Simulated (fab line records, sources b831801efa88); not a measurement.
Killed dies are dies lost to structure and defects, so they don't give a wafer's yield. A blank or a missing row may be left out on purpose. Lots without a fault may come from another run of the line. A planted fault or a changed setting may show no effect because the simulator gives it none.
Which tool did it? | flow sky130 | 12 lots, 36 wafers sampled, at 4 steps of a route of 708

WHAT THE GAUGES READ, wafer by wafer
SKY_CONTACT_BOW_MEAS_05. Usual: CONTACT_BOW 81 um, standard deviation 6.5.
lot  | measured     | on            | CONTACT_BOW (um) | flag
L434 | day 30 12:05 | film_metro-02 | 87 74 88         |
L435 | day 30 22:23 | film_metro-01 | 68 79 67         |
L436 | day 30 23:34 | film_metro-03 | 93 76 77         |
L437 | day 31 08:11 | film_metro-01 | 83 81 83         |
L438 | day 31 19:35 | film_metro-03 | 84 82 87         |
L439 | day 31 23:39 | film_metro-02 | 86 77 73         |
L441 | day 32 20:39 | film_metro-01 | 76 75 77         |
L449 | day 35 10:07 | film_metro-03 | 78 80 99         |
L450 | day 35 21:43 | film_metro-01 | 76 86 80         |
L454 | day 36 23:47 | film_metro-01 | 86 81 80         |
L455 | day 37 12:19 | film_metro-02 | 84 91 87         |
L457 | day 37 21:24 | film_metro-02 | 81 70 72         |

WHICH TOOL RAN EACH LOT (tool, then ch and the chambers of the sampled wafers, then the start)
lot  | SKY_LI_CONTACT_ETCH_15             | SKY_LOCAL_INTERCONNECT_SPUTTER_00 | SKY_LOCAL_INTERCONNECT_ETCH_13
L434 | rie_diel-03 ch 0,3, day 29 04:59   | pvd_sputter-03, day 29 06:06      | rie_metal-02 ch 0,1, day 30 10:50
L435 | rie_diel-01 ch 0,3, day 29 14:52   | pvd_sputter-01, day 29 16:00      | rie_metal-02 ch 0, day 30 21:00
L436 | rie_diel-01 ch 0,3, day 29 17:17   | pvd_sputter-04, day 29 18:25      | rie_metal-03 ch 1, day 30 22:13
L437 | rie_diel-02 ch 0,3, day 30 02:01   | pvd_sputter-03, day 30 03:10      | rie_metal-02 ch 0,1, day 31 06:57
L438 | rie_diel-01 ch 0,1, day 30 13:08   | pvd_sputter-01, day 30 14:15      | rie_metal-04 ch 0,1, day 31 18:21
L439 | rie_diel-02 ch 0,2,3, day 30 17:20 | pvd_sputter-04, day 30 18:27      | rie_metal-03 ch 1, day 31 22:24
L441 | rie_diel-02 ch 0,3, day 31 14:59   | pvd_sputter-01, day 31 16:06      | rie_metal-02 ch 0,1, day 32 19:24
L449 | rie_diel-01 ch 0,1,2, day 34 04:20 | pvd_sputter-04, day 34 05:28      | rie_metal-04 ch 0,1, day 35 08:41
L450 | rie_diel-01 ch 0,1,2, day 34 16:22 | pvd_sputter-04, day 34 17:30      | rie_metal-04 ch 0,1, day 35 20:18
L454 | rie_diel-03 ch 0,2,3, day 35 19:23 | pvd_sputter-04, day 35 20:32      | rie_metal-03 ch 0,1, day 36 22:29
L455 | rie_diel-01 ch 1,3, day 36 07:44   | pvd_sputter-03, day 36 08:51      | rie_metal-02 ch 0,1, day 37 11:04
L457 | rie_diel-01 ch 1,2, day 36 16:29   | pvd_sputter-04, day 36 17:41      | rie_metal-03 ch 0,1, day 37 20:08
- SKY_LI_CONTACT_ETCH_15: etches PSG in C4F8/O2/Ar, stops on Si, target depth 600 nm.
- SKY_LOCAL_INTERCONNECT_SPUTTER_00: material TiN, target thk 100 nm, time 83.3 s.
- SKY_LOCAL_INTERCONNECT_ETCH_13: etches BARC in N2/H2, stops on SiO2, time 45.9 s, target depth 60 nm.

WHAT THE TOOLS THEMSELVES READ (means of the sampled wafers that have a number; where no wafer has one, the mark that the record gives instead)
SKY_LI_CONTACT_ETCH_15. Usual: chamber_pressure_mTorr 40.00 mTorr, standard deviation 0.034; oes_product_au 0.837 a.u., standard deviation 0.0048; rf_fwd_power_W 1492 W, standard deviation 5.2.
lot  | tool        | chamber_pressure_mTorr (mTorr) | oes_product_au (a.u.) | rf_fwd_power_W (W) | flag
L434 | rie_diel-03 | 40.04                          | 0.837                 | 1496               |
L435 | rie_diel-01 | 39.99                          | 0.831                 | 1492               |
L436 | rie_diel-01 | 40.02                          | 0.840                 | 1495               |
L437 | rie_diel-02 | 40.03                          | 0.836                 | 1495               |
L438 | rie_diel-01 | 39.99                          | 0.840                 | 1488               |
L439 | rie_diel-02 | 40.00                          | 0.838                 | 1489               |
L441 | rie_diel-02 | 39.99                          | 0.836                 | 1493               |
L449 | rie_diel-01 | 40.01                          | 0.842                 | 1497               |
L450 | rie_diel-01 | 40.01                          | 0.837                 | 1488               |
L454 | rie_diel-03 | 40.00                          | 0.840                 | 1487               |
L455 | rie_diel-01 | 40.03                          | 0.835                 | 1496               |
L457 | rie_diel-01 | 39.99                          | 0.833                 | 1490               |

SKY_LOCAL_INTERCONNECT_SPUTTER_00. Usual: substrate_temp_c 300.00 C, standard deviation 0.19; throttle_valve_pct 29.9 %, standard deviation 0.99.
lot  | tool           | substrate_temp_c (C) | throttle_valve_pct (%) | flag
L434 | pvd_sputter-03 | 299.99               | 30.3                   |
L435 | pvd_sputter-01 | 300.05               | 29.3                   |
L436 | pvd_sputter-04 | 300.05               | 30.1                   |
L437 | pvd_sputter-03 | 300.01               | 30.0                   |
L438 | pvd_sputter-01 | 299.94               | 29.4                   |
L439 | pvd_sputter-04 | 300.17               | 29.8                   |
L441 | pvd_sputter-01 | 299.85               | 28.9                   |
L449 | pvd_sputter-04 | 299.76               | 29.8                   |
L450 | pvd_sputter-04 | 300.09               | 29.9                   |
L454 | pvd_sputter-04 | 300.10               | 30.5                   |
L455 | pvd_sputter-03 | 299.92               | 30.6                   |
L457 | pvd_sputter-04 | 300.14               | 29.4                   |

SKY_LOCAL_INTERCONNECT_ETCH_13. Usual: chamber_pressure_mTorr 30.00 mTorr, standard deviation 0.031; drypump_motor_current_A 5.5 A, standard deviation 0.5; oes_product_au 0.854 a.u., standard deviation 0.0048; rf_fwd_power_W 495.4 W, standard deviation 2.5; throttle_valve_pct 13.225 %, standard deviation 0.0091.
lot  | tool         | chamber_pressure_mTorr (mTorr) | drypump_motor_current_A (A) | oes_product_au (a.u.) | rf_fwd_power_W (W) | throttle_valve_pct (%) | flag
L434 | rie_metal-02 | 29.97                          | 5.4                         | 0.858                 | 491.2              | 13.224                 |
L435 | rie_metal-02 | 30.00                          | 4.8                         | 0.851                 | 495.6              | 13.229                 |
L436 | rie_metal-03 | 30.03                          | 5.0                         | 0.858                 | 495.6              | 13.220                 |
L437 | rie_metal-02 | 30.00                          | 5.1                         | 0.856                 | 493.3              | 13.219                 |
L438 | rie_metal-04 | 30.03                          | 5.9                         | 0.856                 | 497.0              | 13.219                 |
L439 | rie_metal-03 | 29.99                          | 5.0                         | 0.854                 | 499.7              | 13.220                 |
L441 | rie_metal-02 | 30.03                          | 5.1                         | 0.859                 | 493.3              | 13.225                 |
L449 | rie_metal-04 | 30.01                          | 5.9                         | 0.854                 | 549.5              | 13.218                 | OFF
L450 | rie_metal-04 | 30.00                          | 5.9                         | 0.851                 | 521.0              | 13.230                 | OFF
L454 | rie_metal-03 | 29.99                          | 5.4                         | 0.854                 | 499.4              | 13.231                 |
L455 | rie_metal-02 | 30.01                          | 5.4                         | 0.852                 | 494.8              | 13.221                 |
L457 | rie_metal-03 | 30.01                          | 5.7                         | 0.854                 | 496.8              | 13.226                 |

THE ANSWER, worked out from the rows above alone
Rule: a lot is off if the mean of its wafers that have a number lies more than 3 standard deviations from the usual mean. A lot without any number at a reading at which 4 lots or more have one is off too. The other lots that the step has rows for count as sound. The gauges are gone through in route order, then the tools' own readings, and for those a lot's mean is taken as printed above. The first step at which some lot is off is used, and at that step the reading that is off furthest; a lot without a number counts as furthest.
Off: L449, L450, at SKY_LOCAL_INTERCONNECT_ETCH_13 (rf_fwd_power_W).
A tool fits if, at that step or a process step before it, it ran every lot that is off, and no sound lot after the first of them. One fits: rie_metal-04 at SKY_LOCAL_INTERCONNECT_ETCH_13. Its last sound lot is L438 (day 31 18:21), its first lot that is off L449 (day 35 08:41): a fault that began between those two fits.
The tool's own readings at SKY_LOCAL_INTERCONNECT_ETCH_13 bear it out: on the lots that are off they differ by more than 5 times the standard deviation of the sound lots' means. rf_fwd_power_W reads 535.2 W there against 495.7 W on the sound lots.

WHAT THE SIMULATOR HAD PUT IN
Process parameter drift: rie_metal-04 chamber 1, from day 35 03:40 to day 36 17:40, at SKY_LOCAL_INTERCONNECT_ETCH_13. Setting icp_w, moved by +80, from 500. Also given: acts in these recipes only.
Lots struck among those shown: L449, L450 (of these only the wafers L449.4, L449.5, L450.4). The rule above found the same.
